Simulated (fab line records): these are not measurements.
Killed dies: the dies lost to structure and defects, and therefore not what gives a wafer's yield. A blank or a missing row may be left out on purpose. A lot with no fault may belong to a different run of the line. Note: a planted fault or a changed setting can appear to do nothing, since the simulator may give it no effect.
fab line records | flow sky130
record lots=5 wafers=15 last-day=50
route steps=708 shown METAL2@483 VIA2@507
lots untouched by any fault: they come from a run of this same line in which no faults occurred
start-h: hours from the record's first day to the start of the lot's first wafer shown | wait-h: hours since the lot's step before | " identical to the entry in the row above | L1.1+2: one row covering several wafers at once | - value missing, or start not given | * or withheld: withheld | < > ~ a bound
route shown NAME@n: a module of which the file shows steps, and the number in the route of the first | usual: average and standard deviation across the fault-free wafers | same: alike in all rows | chamber/n: place in a boat | sites: each site's reading | _std_site: their standard deviation | _edge_site: mean of outer sites minus mean of inner sites | radius-mm: for every site, how far away it sits from the centre of the wafer | mask NAME#n: copy n | behind: the tool/chamber that last shaped the wafer | hold: what put the lot on hold/how long, in hours/how the hold closed | device: whichever transistor did not switch (one of n, p or np) | end of line: tests of these same wafers at the route's end | for a step that has no rows: nothing shown but its recipe | killed: dies that structure and defects cost at the first sort, which is not the same as the wafer's yield | map: shows each die of a wafer: x if killed, . if not, _ if none is there
set.NAME: the run value of the setting; set.NAME@STEP: its run value at that earlier step | model.NAME: the simulator's own value behind a step, which no gauge read
lots seen at some steps along the route; tables by step, rows by wafer
services: when a tool's chamber went out of use (start-h, in hours from the record's first day, below 0 if earlier), for how many hours, and the reason
## steps
# step SKY_METAL2_SPUTTER_00
# recipe material=Ti target-thk-nm=15 power-w=3000 time-s=10 chamber-pressure-pa=0.4
# usual throttle-valve-pct=30.0/0.94
# columns lot.wafer tool chamber start-h wait-h throttle-valve-pct
L075.1 pvd-sputter-03 - 799.11 0.2 30.3
L075.4 " - " " 30.8
L075.6 " - " " 30.3
L082.1 pvd-sputter-02 - 865.02 0.1 29.8
L082.3 " - " " 29.1
L082.4 " - " " 29.2
L083.1 pvd-sputter-03 - 865.40 0.1 29.7
L083.2 " - " " 30.5
L083.3 " - " " 30.4
L093.1 pvd-sputter-04 - 930.39 0.1 29.4
L093.3 " - " " 30.6
L093.4 " - " " 31.5
L097.4 pvd-sputter-04 - 957.59 0.1 28.5
L097.5 " - " " 31.3
L097.6 " - " " 29.6
# step SKY_METAL2_SPUTTER_01
# recipe material=TiN target-thk-nm=20 power-w=6500 time-s=16.7 chamber-pressure-pa=0.4
# usual throttle-valve-pct=30.0/0.92
# columns lot.wafer tool chamber start-h wait-h throttle-valve-pct
L075.1 pvd-sputter-03 - 799.13 0.0 30.3
L075.4 " - " " 30.4
L075.6 " - " " 30.3
L082.1 pvd-sputter-02 - 865.04 0.0 29.7
L082.3 " - " " 29.4
L082.4 " - " " 29.3
L083.1 pvd-sputter-03 - 865.42 0.0 29.1
L083.2 " - " " 30.3
L083.3 " - " " 30.2
L093.1 pvd-sputter-04 - 930.41 0.0 29.2
L093.3 " - " " 30.4
L093.4 " - " " 31.5
L097.4 pvd-sputter-04 - 957.61 0.0 28.5
L097.5 " - " " 31.5
L097.6 " - " " 29.6
# step SKY_METAL2_SPUTTER_02
# recipe material=AlCu target-thk-nm=250 power-w=10600 time-s=12.73 chamber-pressure-pa=0.4
# usual throttle-valve-pct=30.0/0.94
# columns lot.wafer tool chamber start-h wait-h throttle-valve-pct
L075.1 pvd-sputter-03 - 799.16 0.0 30.6
L075.4 " - " " 30.3
L075.6 " - " " 30.2
L082.1 pvd-sputter-02 - 865.07 0.0 29.7
L082.3 " - " " 29.3
L082.4 " - " " 29.4
L083.1 pvd-sputter-03 - 865.45 0.0 29.5
L083.2 " - " " 30.1
L083.3 " - " " 30.4
L093.1 pvd-sputter-04 - 930.44 0.0 29.2
L093.3 " - " " 30.4
L093.4 " - " " 31.5
L097.4 pvd-sputter-04 - 957.64 0.0 28.5
L097.5 " - " " 31.4
L097.6 " - " " 29.4
# step SKY_METAL2_SPUTTER_03
# recipe material=Ti target-thk-nm=5 power-w=3000 time-s=3.3 chamber-pressure-pa=0.4
# usual throttle-valve-pct=29.9/0.94
# columns lot.wafer tool chamber start-h wait-h throttle-valve-pct
L075.1 pvd-sputter-03 - 799.18 0.0 30.1
L075.4 " - " " 30.3
L075.6 " - " " 30.1
L082.1 pvd-sputter-02 - 865.09 0.0 29.6
L082.3 " - " " 29.0
L082.4 " - " " 29.0
L083.1 pvd-sputter-03 - 865.47 0.0 29.5
L083.2 " - " " 30.0
L083.3 " - " " 30.5
L093.1 pvd-sputter-04 - 930.46 0.0 29.2
L093.3 " - " " 30.7
L093.4 " - " " 31.6
L097.4 pvd-sputter-04 - 957.66 0.0 28.2
L097.5 " - " " 31.5
L097.6 " - " " 29.0
# step SKY_METAL2_SPUTTER_04
# recipe material=TiN target-thk-nm=70 power-w=6500 time-s=58.3 chamber-pressure-pa=0.4
# usual throttle-valve-pct=30.0/0.93
# columns lot.wafer tool chamber start-h wait-h throttle-valve-pct
L075.1 pvd-sputter-03 - 799.20 0.0 30.5
L075.4 " - " " 30.5
L075.6 " - " " 30.1
L082.1 pvd-sputter-02 - 865.11 0.0 29.6
L082.3 " - " " 29.5
L082.4 " - " " 29.4
L083.1 pvd-sputter-03 - 865.49 0.0 29.5
L083.2 " - " " 30.4
L083.3 " - " " 30.5
L093.1 pvd-sputter-04 - 930.48 0.0 29.4
L093.3 " - " " 30.3
L093.4 " - " " 31.4
L097.4 pvd-sputter-04 - 957.68 0.0 28.3
L097.5 " - " " 31.5
L097.6 " - " " 29.5
# step SKY_METAL2_RS_MEAS_05
# recipe thk-meas-gauge=four-point-probe reads=TiN_of_METAL2_SPUTTER_04+Ti_of_METAL2_SPUTTER_03+AlCu_of_METAL2_SPUTTER_02+TiN_of_METAL2_SPUTTER_01+Ti_of_METAL2_SPUTTER_00
# usual METAL2_ALCU_RS=0.1336/0.0013
# columns lot.wafer tool chamber start-h wait-h METAL2_ALCU_RS[ohm/sq]
L075.1 film-metro-04 - 799.25 0.0 0.1329
L075.4 " - " " 0.1322
L075.6 " - " " 0.1323
L082.1 film-metro-01 - 865.16 0.0 0.1316
L082.3 " - " " 0.1318
L082.4 " - " " 0.1328
L083.1 film-metro-04 - 865.54 0.0 0.1337
L083.2 " - " " 0.1346
L083.3 " - " " 0.1355
L093.1 film-metro-01 - 930.53 0.0 0.1335
L093.3 " - " " 0.1336
L093.4 " - " " 0.1312
L097.4 film-metro-04 - 957.79 0.1 0.1348
L097.5 " - " " 0.1347
L097.6 " - " " 0.1343
# step SKY_METAL2_THK_MEAS_06
# recipe thk-meas-gauge=xrf reads=AlCu_of_METAL2_SPUTTER_02
# usual METAL2_ALCU_THK=236.5/2.6
# columns lot.wafer tool chamber start-h wait-h METAL2_ALCU_THK[nm]
L075.1 film-metro-04 - 799.37 0.1 238.3
L075.4 " - " " 238.2
L075.6 " - " " 238.2
L082.1 film-metro-01 - 865.28 0.1 241.1
L082.3 " - " " 240.2
L082.4 " - " " 240.3
L083.1 film-metro-04 - 865.66 0.1 236.3
L083.2 " - " " 234.0
L083.3 " - " " 233.6
L093.1 film-metro-01 - 930.65 0.1 237.3
L093.3 " - " " 235.6
L093.4 " - " " 242.2
L097.4 film-metro-04 - 957.88 0.1 235.6
L097.5 " - " " 235.4
L097.6 " - " " 234.8
# step SKY_METAL2_DEHYDRATE_07
# recipe temp-c=200 time-s=60
# columns lot.wafer tool chamber start-h wait-h
L075.1+4+6 litho-track-02 0 812.22 12.8
L082.1+3+4 litho-track-02 0 877.02 11.7
L083.1+2+3 litho-track-03 0 877.60 11.9
L093.1+3+4 litho-track-03 0 941.75 11.1
L097.4+5+6 litho-track-01 0 969.97 12.1
# step SKY_METAL2_HMDS_08
# recipe prime-time-s=60 prime-temp-c=120
# columns lot.wafer tool chamber start-h wait-h
L075.1+4+6 litho-track-02 0 812.37 0.1
L082.1+3+4 litho-track-02 0 877.17 0.1
L083.1+2+3 litho-track-03 0 877.75 0.1
L093.1+3+4 litho-track-03 0 941.90 0.1
L097.4+5+6 litho-track-01 0 970.12 0.1
# step SKY_METAL2_COAT_09
# recipe resist=BARC temp-c=withheld time-s=withheld spin-rpm=3000 resist-thk-nm=60
# columns lot.wafer tool chamber start-h wait-h
L075.1+4+6 litho-track-02 0 812.52 0.1
L082.1+3+4 litho-track-02 0 877.32 0.1
L083.1+2+3 litho-track-03 0 877.90 0.1
L093.1+3+4 litho-track-03 0 942.05 0.1
L097.4+5+6 litho-track-01 0 970.27 0.1
# step SKY_METAL2_COAT_10
# recipe resist=KrF-thick spin-rpm=3000 resist-thk-nm=450
# columns lot.wafer tool chamber start-h wait-h
L075.1+4+6 litho-track-02 0 - -
L082.1+3+4 litho-track-02 0 - -
L083.1+2+3 litho-track-03 0 - -
L093.1+3+4 litho-track-03 0 - -
L097.4+5+6 litho-track-01 0 - -
# step SKY_METAL2_SOFTBAKE_11
# recipe temp-c=100 time-s=90 resist=KrF-thick
# columns lot.wafer tool chamber start-h wait-h
L075.1+4+6 litho-track-02 0 - -
L082.1+3+4 litho-track-02 0 - -
L083.1+2+3 litho-track-03 0 - -
L093.1+3+4 litho-track-03 0 - -
L097.4+5+6 litho-track-01 0 - -
# step SKY_METAL2_EXPOSE_12
# recipe mask-id=MM2 na=0.8 source-shape=annular sigma-inner=0.55 sigma-outer=0.85 target-cd-nm=140 dose-mj=28
# usual exposure-dose-mJ-cm2=27.99/0.031 stage-vel-mm-s=499.96/0.27
# same sigma-inner=0.55
# columns lot.wafer tool chamber start-h wait-h mask exposure-dose-mJ-cm2 stage-vel-mm-s
L075.1 krf-scanner-01 0 - - MM2#0 27.94 499.79
L075.4 " 0 " " MM2#0 27.95 499.84
L075.6 " 0 " " MM2#0 27.95 499.93
L082.1 krf-scanner-01 0 - - MM2#0 28.00 499.77
L082.3 " 0 " " MM2#0 27.98 499.95
L082.4 " 0 " " MM2#0 28.02 500.37
L083.1 krf-scanner-02 0 - - MM2#0 28.01 499.87
L083.2 " 0 " " MM2#0 27.99 499.74
L083.3 " 0 " " MM2#0 27.97 499.86
L093.1 krf-scanner-01 0 - - MM2#0 28.04 499.95
L093.3 " 0 " " MM2#0 27.98 499.97
L093.4 " 0 " " MM2#0 28.02 500.10
L097.4 krf-scanner-02 0 - - MM2#0 27.96 499.59
L097.5 " 0 " " MM2#0 27.98 499.53
L097.6 " 0 " " MM2#0 27.99 499.96
# step SKY_METAL2_PEB_13
# recipe peb-temp-c=withheld peb-time-s=withheld resist=KrF-thick
# columns lot.wafer tool chamber start-h wait-h
L075.1+4+6 litho-track-01 0 - -
L082.1+3+4 litho-track-01 0 - -
L083.1+2+3 litho-track-01 0 - -
L093.1+3+4 litho-track-02 0 - -
L097.4+5+6 litho-track-01 0 - -
# step SKY_METAL2_DEVELOP_14
# recipe develop-time-s=60 resist=KrF-thick dev-temp-c=21
# same develop-time-s=60
# columns lot.wafer tool chamber start-h wait-h
L075.1+4+6 litho-track-01 0 - -
L082.1+3+4 litho-track-01 0 - -
L083.1+2+3 litho-track-01 0 - -
L093.1+3+4 litho-track-02 0 - -
L097.4+5+6 litho-track-01 0 - -
# step SKY_METAL2_CD_MEAS_15
# recipe target-cd-nm=140
# usual cd-nm=139.9/1.7
# columns lot.wafer tool chamber start-h wait-h cd-nm
L075.1 cd-sem-01 - 826.04 - 139.4
L075.4 " - " " 138.7
L075.6 " - " " 138.5
L082.1 cd-sem-01 - 891.64 - 140.0
L082.3 " - " " 138.6
L082.4 " - " " 139.7
L083.1 cd-sem-01 - 891.99 - 137.6
L083.2 " - " " 137.2
L083.3 " - " " 138.3
L093.1 cd-sem-01 - 954.12 - 136.5
L093.3 " - " " 136.9
L093.4 " - " " 136.9
L097.4 cd-sem-01 - 981.41 - 138.1
L097.5 " - " " 138.9
L097.6 " - " " 137.9
# step SKY_METAL2_OVL_MEAS_16
# usual METAL2_OVL=2/6.1
# columns lot.wafer tool chamber start-h wait-h METAL2_OVL[nm]
L075.1 overlay-01 - 826.16 0.1 -4
L075.4 " - " " 7
L075.6 " - " " -3
L082.1 overlay-02 - 891.76 0.1 6
L082.3 " - " " 2
L082.4 " - " " -12
L083.1 overlay-01 - 892.11 0.1 4
L083.2 " - " " 9
L083.3 " - " " 5
L093.1 overlay-02 - 954.24 0.1 -11
L093.3 " - " " -10
L093.4 " - " " 0
L097.4 overlay-01 - 981.48 0.1 4
L097.5 " - " " 14
L097.6 " - " " 5
# step SKY_METAL2_DESCUM_17
# recipe chemistry=O2 source-power-w=150 bias-power-w=0 pressure-mtorr=10 temp-c=40 time-s=8
# usual drypump-motor-current-A=5.69/0.26 oes-product-au=1.002/0.0088
# columns lot.wafer tool chamber start-h wait-h drypump-motor-current-A oes-product-au rf-hours-counter-h
L075.1 rie-metal-04 1 826.20 0.0 5.93 1.006 11
L075.4 " 1 " " 5.93 1.000 -
L075.6 " 1 " " 5.98 1.016 -
L082.1 rie-metal-01 1 891.80 0.0 5.99 0.987 11
L082.3 " 1 " " 5.97 0.999 -
L082.4 " 0 " " 5.67 0.985 -
L083.1 rie-metal-04 1 892.15 0.0 5.94 1.007 14
L083.2 " 0 " " 5.78 1.007 3
L083.3 " 1 " " 5.92 1.011 -
L093.1 rie-metal-01 0 954.27 0.0 5.67 0.990 11
L093.3 " 1 " " 5.93 0.990 -
L093.4 " 0 " " 5.68 1.001 -
L097.4 rie-metal-01 1 981.51 0.0 5.97 0.994 -
L097.5 " 0 " " 5.67 0.986 -
L097.6 " 1 " " 5.99 0.987 -
# step SKY_METAL2_ETCH_18
# recipe chemistry=N2/H2 target=BARC ion-energy-ev=200 bias-w=100 pressure-mtorr=30 n2-flow-sccm=100 h2-flow-sccm=200 icp-w=500 stop-on=SiO2 time-s=45.9 target-depth-a=600
# usual drypump-motor-current-A=5.70/0.26 oes-product-au=0.854/0.005 throttle-valve-pct=13.224/0.0092
# columns lot.wafer tool chamber start-h wait-h drypump-motor-current-A oes-product-au rf-hours-counter-h throttle-valve-pct
L075.1 rie-metal-04 1 826.26 0.1 5.95 0.852 11 13.230
L075.4 " 1 " " 5.97 0.854 - 13.217
L075.6 " 1 " " 5.94 0.859 - 13.219
L082.1 rie-metal-01 1 891.83 0.0 6.00 0.853 11 13.220
L082.3 " 1 " " 6.00 0.859 - 13.236
L082.4 " 0 " " 5.69 0.857 - 13.221
L083.1 rie-metal-04 1 892.18 0.0 5.93 0.857 14 13.203
L083.2 " 0 " " 5.79 0.852 3 13.243
L083.3 " 1 " " 5.96 0.853 - 13.199
L093.1 rie-metal-01 0 954.31 0.0 5.66 0.859 11 13.233
L093.3 " 1 " " 6.01 0.855 - 13.224
L093.4 " 0 " " 5.68 0.845 - 13.235
L097.4 rie-metal-01 1 981.55 0.0 5.98 0.863 - 13.216
L097.5 " 0 " " 5.67 0.862 - 13.214
L097.6 " 1 " " 5.98 0.857 - 13.220
# step SKY_METAL2_METAL_ETCH_19
# recipe target-depth-a=3600 stop-on=SiO2 over-etch-frac=0.3 time-s=78 chemistry=Cl2/BCl3 resist-sidewall-deg=88 pressure-mtorr=10 icp-w=900 bias-w=48.5 Cl2_flow_sccm=60 bcl3-flow-sccm=30
# usual drypump-motor-current-A=5.70/0.26 oes-product-au=0.859/0.0093 throttle-valve-pct=22.265/0.0088
# columns lot.wafer tool chamber start-h wait-h drypump-motor-current-A oes-product-au rf-hours-counter-h throttle-valve-pct
L075.1 rie-metal-04 1 826.39 0.1 5.94 0.834 11 22.263
L075.4 " 1 " " 5.94 0.846 - 22.268
L075.6 " 1 " " 5.95 0.841 - 22.280
L082.1 rie-metal-01 1 891.90 0.0 5.95 0.840 11 22.272
L082.3 " 1 " " 5.98 0.841 - 22.267
L082.4 " 0 " " 5.68 0.870 - 22.265
L083.1 rie-metal-04 1 892.25 0.0 5.94 0.861 14 22.277
L083.2 " 0 " " 5.77 0.867 3 22.268
L083.3 " 1 " " 5.93 0.867 - 22.261
L093.1 rie-metal-01 0 954.37 0.0 5.68 0.862 11 22.262
L093.3 " 1 " " 5.97 0.871 - 22.258
L093.4 " 0 " " 5.68 0.839 - 22.252
L097.4 rie-metal-01 1 981.63 0.1 6.00 0.859 - 22.263
L097.5 " 0 " " 5.67 0.857 - 22.276
L097.6 " 1 " " 6.02 0.863 - 22.246
# step SKY_METAL2_STRIP_20
# recipe chemistry=O2/N2 power-w=1400 pressure-mtorr=1500 platen-temp-c=withheld o2-flow-sccm=3000 n2-flow-sccm=300 overash-fraction=0.5
# usual drypump-motor-current-A=5.51/0.28 oes-product-au=0.343/0.0049 strip-time-to-endpoint-s=2.69/0.038
# columns lot.wafer tool chamber start-h wait-h drypump-motor-current-A oes-product-au rf-hours-counter-h strip-time-to-endpoint-s
L075.1 plasma-asher-01 0 826.57 0.1 5.47 0.342 72 2.66
L075.4 " 0 " " 5.48 0.338 - 2.65
L075.6 " 0 " " 5.48 0.339 - 2.70
L082.1 plasma-asher-04 0 891.99 0.1 5.64 0.355 104 2.77
L082.3 " 1 " " 5.05 0.345 - 2.74
L082.4 " 0 " " 5.64 0.349 - 2.78
L083.1 plasma-asher-01 0 892.34 0.1 5.43 0.338 78 2.63
L083.2 " 1 " " 5.47 0.345 78 2.60
L083.3 " 0 " " 5.47 0.334 - 2.61
L093.1 plasma-asher-04 1 954.46 0.1 5.04 0.346 111 2.71
L093.3 " 1 " " 5.05 0.344 - 2.71
L093.4 " 0 " " 5.65 0.347 - 2.72
L097.4 plasma-asher-01 0 981.72 0.1 5.46 0.337 - 2.72
L097.5 " 1 " " 5.48 0.344 - 2.74
L097.6 " 0 " " 5.44 0.347 - 2.73
# step SKY_METAL2_STRIP_21
# recipe chemistry=post-etch-residue-remover time-s=1200 temp-c=72.5
# columns lot.wafer tool chamber start-h wait-h
L075.1+4+6 wet-bench-01 1 826.67 0.1
L082.1+3+4 wet-bench-01 0 892.09 0.1
L083.1+2+3 wet-bench-03 3 892.44 0.1
L093.1+3+4 wet-bench-03 3 954.56 0.1
L097.4+5+6 wet-bench-01 3 981.79 0.0
# step SKY_METAL2_CLEAN_22
# recipe chemistry=IPA time-s=180 temp-c=25
# columns lot.wafer tool chamber start-h wait-h
L075.1+4+6 wet-bench-03 2 827.11 0.0
L082.1+3+4 wet-bench-02 1 892.43 0.0
L083.1+2+3 wet-bench-01 2 892.78 0.0
L093.1+3+4 wet-bench-02 2 954.93 0.0
L097.4+5+6 wet-bench-03 3 982.16 0.0
# step SKY_METAL2_CLEAN_23
# recipe chemistry=O3/DIW dry=n2-spin
# columns lot.wafer tool chamber start-h wait-h
L075.1+4+6 wet-bench-03 3 827.22 0.1
L082.1+3+4 wet-bench-01 2 892.49 0.0
L083.1+2+3 wet-bench-02 3 892.84 0.0
L093.1+3+4 wet-bench-01 0 954.99 0.0
L097.4+5+6 wet-bench-01 1 982.22 0.0
# step SKY_VIA2_HDPCVD_00
# recipe material=SiO2 target-thk-nm=1180 sigma-open-frac=0.3 time-s=196.7 temp-c=400 sih4-flow-sccm=58.68 pressure-mtorr=6
# columns lot.wafer tool chamber start-h wait-h
L075.1+4+6 hdpcvd-01 0,2,1 827.31 0.0
L082.1+3+4 hdpcvd-01 2,1,2 892.58 0.0
L083.1+2+3 hdpcvd-01 1,0,2 892.93 0.0
L093.1+3+4 hdpcvd-02 1,0,1 955.09 0.0
L097.4+5+6 hdpcvd-01 1,2,0 982.38 0.1
# step SKY_VIA2_THK_MEAS_01
# recipe reads=SiO2_of_VIA2_HDPCVD_00
# usual VIA2_HDPCVD_THK=1160/12
# columns lot.wafer tool chamber start-h wait-h VIA2_HDPCVD_THK[nm]
L075.1 film-metro-02 - 827.44 0.1 1170
L075.4 " - " " 1155
L075.6 " - " " 1161
L082.1 film-metro-04 - 892.70 0.1 1179
L082.3 " - " " 1186
L082.4 " - " " 1168
L083.1 film-metro-02 - 893.05 0.1 1167
L083.2 " - " " 1147
L083.3 " - " " 1177
L093.1 film-metro-02 - 955.22 0.1 1152
L093.3 " - " " 1166
L093.4 " - " " 1153
L097.4 film-metro-04 - 982.47 0.0 1146
L097.5 " - " " 1166
L097.6 " - " " 1166
# step SKY_VIA2_CMP_02
# recipe material=SiO2 down-force-psi=4 platen-rpm=60 pad-velocity-m-s=0.94248
# usual motor-current-A=11.7/0.94 slurry-flow-ml-min=150.0/0.5
# columns lot.wafer tool chamber start-h wait-h motor-current-A slurry-flow-ml-min
L075.4 cmp-01 1 827.55 0.1 11.0 149.6
L075.1 " 3 " " 11.8 150.7
L075.6 " 1 " " 10.7 150.0
L082.3 cmp-02 0 892.77 0.0 11.1 150.4
L082.4 " 2 " " 10.6 150.0
L082.1 " 3 " " 12.7 150.4
L083.1 cmp-01 3 893.28 0.2 12.2 150.3
L083.2 " 0 " " 12.3 150.2
L083.3 " 1 " " 10.4 150.4
L093.4 cmp-01 3 955.58 0.3 12.3 149.3
L093.3 " 0 " " 12.6 151.1
L093.1 " 1 " " 10.4 149.9
L097.4 cmp-01 2 982.65 0.2 12.4 150.7
L097.6 " 3 " " 12.0 151.7
L097.5 " 0 " " 11.3 149.7
# step SKY_VIA2_BOW_MEAS_03
# recipe mode=bow
# usual VIA2_BOW=86/6.7
# columns lot.wafer tool chamber start-h wait-h VIA2_BOW[um]
L075.1 film-metro-04 - 827.80 0.1 82
L075.4 " - " " 86
L075.6 " - " " 83
L082.1 film-metro-01 - 893.07 0.1 97
L082.3 " - " " 90
L082.4 " - " " 91
L083.1 film-metro-02 - 893.53 0.2 97
L083.2 " - " " 75
L083.3 " - " " 83
L093.1 film-metro-04 - 955.88 0.1 87
L093.3 " - " " 88
L093.4 " - " " 87
L097.4 film-metro-04 - 982.86 0.2 95
L097.5 " - " " 90
L097.6 " - " " 108
# step SKY_VIA2_DEHYDRATE_04
# recipe temp-c=200 time-s=60
# columns lot.wafer tool chamber start-h wait-h
L075.1+4+6 litho-track-03 0 839.65 11.8
L082.1+3+4 litho-track-03 0 904.50 11.4
L083.1+2+3 litho-track-03 0 905.30 11.8
L093.1+3+4 litho-track-03 0 967.95 12.1
L097.4+5+6 litho-track-03 0 994.77 11.9
# step SKY_VIA2_HMDS_05
# recipe prime-time-s=60 prime-temp-c=120
# columns lot.wafer tool chamber start-h wait-h
L075.1+4+6 litho-track-03 0 839.80 0.1
L082.1+3+4 litho-track-03 0 904.65 0.1
L083.1+2+3 litho-track-03 0 905.45 0.1
L093.1+3+4 litho-track-03 0 968.10 0.1
L097.4+5+6 litho-track-03 0 994.92 0.1
# step SKY_VIA2_COAT_06
# recipe resist=BARC temp-c=withheld time-s=withheld spin-rpm=3000 resist-thk-nm=60
# columns lot.wafer tool chamber start-h wait-h
L075.1+4+6 litho-track-03 0 839.95 0.1
L082.1+3+4 litho-track-03 0 904.80 0.1
L083.1+2+3 litho-track-03 0 905.60 0.1
L093.1+3+4 litho-track-03 0 968.25 0.1
L097.4+5+6 litho-track-03 0 995.07 0.1
# step SKY_VIA2_COAT_07
# recipe resist=KrF-thick spin-rpm=3000 resist-thk-nm=450
# columns lot.wafer tool chamber start-h wait-h
L075.1+4+6 litho-track-03 0 - -
L082.1+3+4 litho-track-03 0 - -
L083.1+2+3 litho-track-03 0 - -
L093.1+3+4 litho-track-03 0 - -
L097.4+5+6 litho-track-03 0 - -
# step SKY_VIA2_SOFTBAKE_08
# recipe temp-c=100 time-s=90 resist=KrF-thick
# columns lot.wafer tool chamber start-h wait-h
L075.1+4+6 litho-track-03 0 - -
L082.1+3+4 litho-track-03 0 - -
L083.1+2+3 litho-track-03 0 - -
L093.1+3+4 litho-track-03 0 - -
L097.4+5+6 litho-track-03 0 - -
# step SKY_VIA2_EXPOSE_09
# recipe mask-id=VIM2 na=0.8 source-shape=annular sigma-inner=0.55 sigma-outer=0.85 target-cd-nm=200 dose-mj=38
# usual exposure-dose-mJ-cm2=37.97/0.04 stage-vel-mm-s=500.01/0.27
# same sigma-inner=0.55
# columns lot.wafer tool chamber start-h wait-h mask exposure-dose-mJ-cm2 stage-vel-mm-s
L075.1 krf-scanner-02 0 - - VIM2#0 37.98 499.94
L075.4 " 0 " " VIM2#0 37.98 500.18
L075.6 " 0 " " VIM2#0 37.91 500.20
L082.1 krf-scanner-01 0 - - VIM2#0 37.99 500.00
L082.3 " 0 " " VIM2#0 38.01 499.55
L082.4 " 0 " " VIM2#0 38.00 499.76
L083.1 krf-scanner-02 0 - - VIM2#0 37.99 499.78
L083.2 " 0 " " VIM2#0 37.92 499.84
L083.3 " 0 " " VIM2#0 37.94 499.62
L093.1 krf-scanner-02 0 - - VIM2#0 37.93 500.09
L093.3 " 0 " " VIM2#0 37.97 500.43
L093.4 " 0 " " VIM2#0 37.95 500.03
L097.4 krf-scanner-02 0 - - VIM2#0 37.91 500.24
L097.5 " 0 " " VIM2#0 37.93 500.29
L097.6 " 0 " " VIM2#0 37.98 500.26
# step SKY_VIA2_PEB_10
# recipe peb-temp-c=withheld peb-time-s=withheld resist=KrF-thick
# columns lot.wafer tool chamber start-h wait-h
L075.1+4+6 litho-track-02 0 - -
L082.1+3+4 litho-track-02 0 - -
L083.1+2+3 litho-track-02 0 - -
L093.1+3+4 litho-track-04 0 - -
L097.4+5+6 litho-track-04 0 - -
# step SKY_VIA2_DEVELOP_11
# recipe develop-time-s=60 resist=KrF-thick dev-temp-c=21
# same develop-time-s=60
# columns lot.wafer tool chamber start-h wait-h
L075.1+4+6 litho-track-02 0 - -
L082.1+3+4 litho-track-02 0 - -
L083.1+2+3 litho-track-02 0 - -
L093.1+3+4 litho-track-04 0 - -
L097.4+5+6 litho-track-04 0 - -
# step SKY_VIA2_CD_MEAS_12
# recipe target-cd-nm=200
# usual cd-nm=200.1/1.3
# columns lot.wafer tool chamber start-h wait-h cd-nm
L075.1 cd-sem-01 - 853.67 - 201.1
L075.4 " - " " 199.5
L075.6 " - " " 200.6
L082.1 cd-sem-02 - 918.02 - 200.1
L082.3 " - " " 200.0
L082.4 " - " " 199.2
L083.1 cd-sem-01 - 918.37 - 200.5
L083.2 " - " " 198.9
L083.3 " - " " 198.9
L093.1 cd-sem-01 - 980.09 - 199.9
L093.3 " - " " 200.9
L093.4 " - " " 199.5
L097.4 cd-sem-01 - 1006.65 - 200.9
L097.5 " - " " 199.6
L097.6 " - " " 199.1
# step SKY_VIA2_OVL_MEAS_13
# usual VIA2_OVL=0/6.1
# columns lot.wafer tool chamber start-h wait-h VIA2_OVL[nm]
L075.1 overlay-01 - 853.79 0.1 0
L075.4 " - " " -3
L075.6 " - " " -3
L082.1 overlay-01 - 918.14 0.1 -14
L082.3 " - " " -8
L082.4 " - " " -3
L083.1 overlay-02 - 918.49 0.1 5
L083.2 " - " " -1
L083.3 " - " " 8
L093.1 overlay-01 - 980.21 0.1 1
L093.3 " - " " -3
L093.4 " - " " -5
L097.4 overlay-01 - 1006.73 0.1 4
L097.5 " - " " 0
L097.6 " - " " 1
# step SKY_VIA2_ETCH_14
# recipe chemistry=N2/H2 target=BARC ion-energy-ev=200 source-w=500 bias-w=100 pressure-mtorr=30 n2-flow-sccm=100 h2-flow-sccm=200 stop-on=SiO2 time-s=45.9 target-depth-a=600
# usual drypump-motor-current-A=5.5/0.39 oes-product-au=0.856/0.0046 throttle-valve-pct=13.226/0.01
# columns lot.wafer tool chamber start-h wait-h drypump-motor-current-A oes-product-au rf-hours-counter-h throttle-valve-pct
L075.1 rie-diel-02 2 853.82 0.0 5.7 0.848 4 13.230
L075.4 " 1 " " 5.7 0.857 16 13.213
L075.6 " 1 " " 5.7 0.853 - 13.242
L082.1 rie-diel-02 3 918.17 0.0 5.0 0.852 1 13.231
L082.3 " 2 " " 5.7 0.862 7 13.219
L082.4 " 1 " " 5.7 0.861 19 13.218
L083.1 rie-diel-04 2 918.52 0.0 5.9 0.852 4 13.215
L083.2 " 0 " " 4.8 0.863 12 13.225
L083.3 " 1 " " 5.5 0.855 14 13.220
L093.1 rie-diel-01 1 980.25 0.0 4.9 0.858 13 13.206
L093.3 " 3 " " 5.6 0.854 19 13.231
L093.4 " 2 " " 5.9 0.862 20 13.214
L097.4 rie-diel-01 0 1006.77 0.0 5.7 0.861 - 13.218
L097.5 " 3 " " 5.6 0.855 - 13.214
L097.6 " 1 " " 4.9 0.850 - 13.221
# step SKY_VIA2_ETCH_15
# recipe target=SiO2 chemistry=C4F8/O2/Ar target-depth-nm=546 stop-on=TiN mask-material=KrF-thick source-w=1500 bias-w=1200 pressure-mtorr=40 c4f8-flow-sccm=withheld O2_flow_sccm=6 Ar_flow_sccm=300 time-s=84
# usual oes-product-au=0.939/0.0047
# columns lot.wafer tool chamber start-h wait-h oes-product-au rf-hours-counter-h
L075.1 rie-diel-02 2 853.87 0.0 0.938 4
L075.4 " 1 " " 0.935 16
L075.6 " 1 " " 0.933 -
L082.1 rie-diel-02 3 918.22 0.0 0.942 1
L082.3 " 2 " " 0.930 7
L082.4 " 1 " " 0.942 19
L083.1 rie-diel-04 2 918.57 0.0 0.939 4
L083.2 " 0 " " 0.944 12
L083.3 " 1 " " 0.939 14
L093.1 rie-diel-01 1 980.29 0.0 0.936 13
L093.3 " 3 " " 0.939 19
L093.4 " 2 " " 0.941 20
L097.4 rie-diel-01 0 1006.82 0.0 0.937 -
L097.5 " 3 " " 0.940 -
L097.6 " 1 " " 0.944 -
## services
# columns tool chamber start-h hours kind
krf-scanner-01 - 782.51 0.8 pm
krf-scanner-01 - 783.26 1.0 pm
cmp-01 - 785.94 0.7 repair
rie-diel-01 0 816.82 8.3 repair
krf-scanner-02 - 830.33 0.5 repair
krf-scanner-02 - 830.80 0.8 pm
krf-scanner-02 - 835.93 0.8 repair
hdpcvd-01 - 836.66 0.7 repair
krf-scanner-01 - 836.91 1.3 pm
rie-metal-01 0 854.35 18.2 repair
krf-scanner-01 - 865.91 2.2 repair
rie-diel-02 0 865.92 7.0 repair
hdpcvd-01 - 867.25 0.3 repair
pvd-sputter-04 - 880.99 3.0 repair
krf-scanner-01 - 886.67 1.1 repair
krf-scanner-02 - 889.83 1.0 pm
krf-scanner-02 - 909.10 7.7 repair
pvd-sputter-04 - 909.13 11.2 repair
krf-scanner-02 - 942.13 1.3 pm
krf-scanner-02 - 943.43 3.0 pm
pvd-sputter-04 - 968.50 10.7 repair
pvd-sputter-04 - 974.16 22.1 repair
wet-bench-01 - 975.62 0.9 repair
krf-scanner-02 - 999.39 0.8 pm
## key
fault none
